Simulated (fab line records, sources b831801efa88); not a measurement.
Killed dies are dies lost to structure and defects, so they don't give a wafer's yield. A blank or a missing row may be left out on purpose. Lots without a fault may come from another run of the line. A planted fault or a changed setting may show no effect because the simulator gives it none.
fab line records | flow sky130
record lots=6 wafers=18 last_day=50
route steps=708 shown NWELL@79 PWDE@84 VT_ADJUST_HVTP@85
lots that met no fault: from a run of the same line without faults
start_h: hours from the record's first day to the start of the lot's first wafer shown | wait_h: hours since the lot's step before | " the same as in the row above | L1.1+2: a row that stands for several wafers | - no value, or no start given | * or withheld: withheld | < > ~ a bound
route shown NAME@n: a module of which the file shows steps, and the number in the route of the first | usual: mean/standard deviation of fault-free wafers | same: alike in all rows | chamber/n: place in a boat | sites: the reading at each site | _std_site: their standard deviation | _edge_site: outer sites' mean less inner sites' | radius_mm: how far each site lies from the wafer's centre | mask NAME#n: copy n | behind: the tool/chamber that last shaped the wafer | hold: why the lot was held/for how many hours/how that ended | device: the transistor (n, p or np) that didn't switch | end of line: the same wafers' tests at the end of the route | a step without rows: its recipe alone | killed: dies lost to structure and defects at the first sort, not the wafer's yield | map: a wafer's dies, x killed, . not, _ none there
set.NAME: the setting as run; set.NAME@STEP: as run at that earlier step | model.NAME: the simulator's own value behind a step, which no gauge read
lots at some steps of the route; a table a step, a row a wafer
services: from which hour (start_h, from the record's first day; less than 0 if before it) a tool's chamber was out of use, for how many hours, and why
## steps
# step SKY_NWELL_TW_MEAS_26
# usual NWELL_2_TW=489.7/2.8
# columns lot.wafer tool chamber start_h wait_h NWELL_2_TW
L655.2 film_metro-01 - 128.33 0.1 492.2
L655.4 " - " " 492.8
L655.5 " - " " 490.0
L659.1 film_metro-04 - 154.10 0.1 492.3
L659.2 " - " " 493.5
L659.6 " - " " 491.8
L666.3 film_metro-03 - 194.22 0.1 490.7
L666.5 " - " " 488.9
L666.6 " - " " 490.4
L672.2 film_metro-04 - 218.51 0.1 492.8
L672.4 " - " " 491.0
L672.5 " - " " 496.0
L674.3 film_metro-04 - 233.57 0.1 492.9
L674.5 " - " " 491.3
L674.6 " - " " 493.2
L675.1 film_metro-01 - 233.90 0.1 490.2
L675.4 " - " " 489.0
L675.6 " - " " 488.7
# step SKY_NWELL_CLEAN_27
# recipe chemistry=SC1/SC2 mix=1:4:20 temp_c=70 time_s=150 dry=n2_spin
# step SKY_NWELL_RTA_28
# recipe temp_c=1050 time_s=30 idle_temp_c=650 ramp_up_c_per_s=150 ramp_down_c_per_s=90 ambient=N2
# usual lamp_power_pct=25.31/0.052 ramp_up_c_per_s=150.00/0.029 wafer_temp_C_max=1054.8/1
# same time_s=30
# columns lot.wafer tool chamber start_h wait_h lamp_power_pct ramp_up_c_per_s wafer_temp_C_max
L655.2 rtp_anneal-02 0 128.45 0.0 25.32 150.04 1055.2
L655.4 " 0 " " 25.27 150.00 1054.3
L655.5 " 0 " " 25.29 150.03 1054.0
L659.1 rtp_anneal-02 0 154.21 0.0 25.33 149.99 1057.3
L659.2 " 0 " " 25.35 150.01 1053.6
L659.6 " 0 " " 25.33 150.00 1055.1
L666.3 rtp_anneal-01 0 194.34 0.0 25.27 150.03 1055.5
L666.5 " 0 " " 25.40 150.02 1054.0
L666.6 " 0 " " 25.27 149.99 1056.4
L672.2 rtp_anneal-02 0 218.63 0.0 25.34 150.03 1053.9
L672.4 " 0 " " 25.40 150.01 1053.7
L672.5 " 0 " " 25.33 150.01 1053.9
L674.3 rtp_anneal-01 0 233.69 0.0 25.27 150.04 1054.1
L674.5 " 0 " " 25.31 150.07 1054.8
L674.6 " 0 " " 25.32 150.04 1056.0
L675.1 rtp_anneal-02 0 234.01 0.0 25.26 149.97 1053.7
L675.4 " 0 " " 25.27 150.01 1053.8
L675.6 " 0 " " 25.39 150.01 1055.9
# step SKY_NWELL_RS_MEAS_29
# recipe thk_meas_gauge=four-point-probe
# usual NWELL_RS=624.9/1.3
# columns lot.wafer tool chamber start_h wait_h NWELL_RS[ohm/sq]
L655.2 film_metro-01 - 128.56 0.1 623.8
L655.4 " - " " 624.3
L655.5 " - " " 624.0
L659.1 film_metro-03 - 154.31 0.1 623.5
L659.2 " - " " 624.3
L659.6 " - " " 624.7
L666.3 film_metro-03 - 194.45 0.1 626.8
L666.5 " - " " 627.0
L666.6 " - " " 625.0
L672.2 film_metro-03 - 218.73 0.1 625.6
L672.4 " - " " 623.0
L672.5 " - " " 625.7
L674.3 film_metro-03 - 233.80 0.1 623.3
L674.5 " - " " 623.8
L674.6 " - " " 626.2
L675.1 film_metro-01 - 234.11 0.1 627.0
L675.4 " - " " 627.7
L675.6 " - " " 624.1
# step SKY_NWELL_RS_MEAS_31
# recipe thk_meas_gauge=four-point-probe
# usual PWDE_RS=5277/17
# columns lot.wafer tool chamber start_h wait_h PWDE_RS[ohm/sq]
L655.2 film_metro-01 - 128.80 0.1 5296
L655.4 " - " " 5290
L655.5 " - " " 5296
L659.1 film_metro-03 - 154.55 0.1 5282
L659.2 " - " " 5299
L659.6 " - " " 5280
L666.3 film_metro-03 - 194.69 0.1 5279
L666.5 " - " " 5293
L666.6 " - " " 5290
L672.2 film_metro-03 - 218.97 0.1 5250
L672.4 " - " " 5246
L672.5 " - " " 5267
L674.3 film_metro-03 - 234.04 0.1 5281
L674.5 " - " " 5278
L674.6 " - " " 5258
L675.1 film_metro-01 - 234.35 0.1 5295
L675.4 " - " " 5310
L675.6 " - " " 5284
# step SKY_VT_ADJUST_HVTP_DEHYDRATE_00
# recipe temp_c=200 time_s=60
# step SKY_VT_ADJUST_HVTP_HMDS_01
# recipe prime_time_s=60 prime_temp_c=120
# step SKY_VT_ADJUST_HVTP_COAT_02
# recipe resist=NOVOLAK spin_rpm=3000 resist_thk_nm=1140
# step SKY_VT_ADJUST_HVTP_SOFTBAKE_03
# recipe temp_c=90 time_s=60 resist=NOVOLAK
# step SKY_VT_ADJUST_HVTP_EXPOSE_04
# recipe mask_id=HVTPM na=0.6 source_shape=conventional sigma_outer=0.6 polarization=unpolarized target_cd_nm=380 dose_mj=140
# step SKY_VT_ADJUST_HVTP_PEB_05
# recipe temp_c=withheld time_s=* resist=NOVOLAK
# step SKY_VT_ADJUST_HVTP_DEVELOP_06
# recipe resist=NOVOLAK developer=TMAH develop_time_s=60 dev_temp_c=23
# usual developer_temp_C=23.00/0.092
# columns lot.wafer tool chamber start_h wait_h developer_temp_C
L655.2 litho_track-03 0 148.26 0.1 22.98
L655.4 " 0 " " 22.90
L655.5 " 0 " " 22.89
L659.1 litho_track-02 0 173.77 0.1 22.97
L659.2 " 0 " " 22.89
L659.6 " 0 " " 23.02
L666.3 litho_track-02 0 215.82 0.1 22.90
L666.5 " 0 " " 23.06
L666.6 " 0 " " 22.98
L672.2 litho_track-03 0 242.51 0.1 25.18
L672.4 " 0 " " 25.34
L672.5 " 0 " " 25.30
L674.3 litho_track-03 0 257.24 0.1 25.24
L674.5 " 0 " " 25.36
L674.6 " 0 " " 25.32
L675.1 litho_track-02 0 257.77 0.1 22.94
L675.4 " 0 " " 22.93
L675.6 " 0 " " 23.09
# step SKY_VT_ADJUST_HVTP_CD_MEAS_07
# recipe target_cd_nm=380
# usual cd_nm=378.7/2.5
# columns lot.wafer tool chamber start_h wait_h cd_nm
L655.2 cd_sem-01 - 148.41 0.1 379.4
L655.4 " - " " 382.2
L655.5 " - " " 382.9
L659.1 cd_sem-01 - 173.92 0.1 380.9
L659.2 " - " " 380.3
L659.6 " - " " 379.5
L666.3 cd_sem-01 - 215.96 0.1 379.4
L666.5 " - " " 379.0
L666.6 " - " " 380.6
L672.2 cd_sem-01 - 242.66 0.1 369.1
L672.4 " - " " 371.5
L672.5 " - " " 371.0
L674.3 cd_sem-02 - 257.38 0.1 372.7
L674.5 " - " " 372.8
L674.6 " - " " 370.8
L675.1 cd_sem-01 - 257.92 0.1 375.7
L675.4 " - " " 375.4
L675.6 " - " " 374.8
# step SKY_VT_ADJUST_HVTP_OVL_MEAS_08
# usual VT_ADJUST_HVTP_OVL=0.5/1.3
# columns lot.wafer tool chamber start_h wait_h VT_ADJUST_HVTP_OVL[nm]
L655.2 overlay-01 - 148.51 0.1 -0.4
L655.4 " - " " -2.1
L655.5 " - " " 0.2
L659.1 overlay-02 - 174.04 0.1 -1.4
L659.2 " - " " -1.4
L659.6 " - " " -1.3
L666.3 overlay-02 - 216.05 0.1 0.0
L666.5 " - " " 0.4
L666.6 " - " " 1.6
L672.2 overlay-01 - 242.76 0.1 0.0
L672.4 " - " " 1.0
L672.5 " - " " 0.6
L674.3 overlay-02 - 257.47 0.1 -1.3
L674.5 " - " " 1.2
L674.6 " - " " -0.4
L675.1 overlay-02 - 258.04 0.1 3.0
L675.4 " - " " 2.6
L675.6 " - " " 1.2
## services
# columns tool chamber start_h hours kind
rtp_anneal-01 - 136.26 5.4 pm
rtp_anneal-02 - 141.61 1.1 pm
## key
first_sign step=SKY_VT_ADJUST_HVTP_DEVELOP_06 reading=developer_temp_C direction=up sigmas=25 usual=* struck=*
effect step=SKY_VT_ADJUST_HVTP_CD_MEAS_07 reading=cd_nm direction=down sigmas=3 usual=378.7 struck=371.3 through=control_loop
met_at SKY_VT_ADJUST_HVTP_DEVELOP_06
struck_wafers L672.2,L672.4,L672.5,L674.3,L674.5,L674.6
tester_left_out L672,L674
loop_trim step=SKY_VT_ADJUST_HVTP_EXPOSE_04 setting=dose lots=L674
onset_between 148.26 242.51
fault kind=process_parameter_drift tool=litho_track-03 chamber=- onset_h=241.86 steps=SKY_VT_ADJUST_HVTP_DEVELOP_06 channel=dev_temp_c offset=* shape=step end_h=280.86 acts_in=* stated=*
# tester_left_out: of these lots the tester's yield and bins aren't shown, on N5 and GAA mostly nor the transistor test; their killed dies are dies lost to structure and defects alone, not to doping, threshold or leakage, so they don't give the yield
# loop_trim: a control loop set the setting to another value than it would have without faults
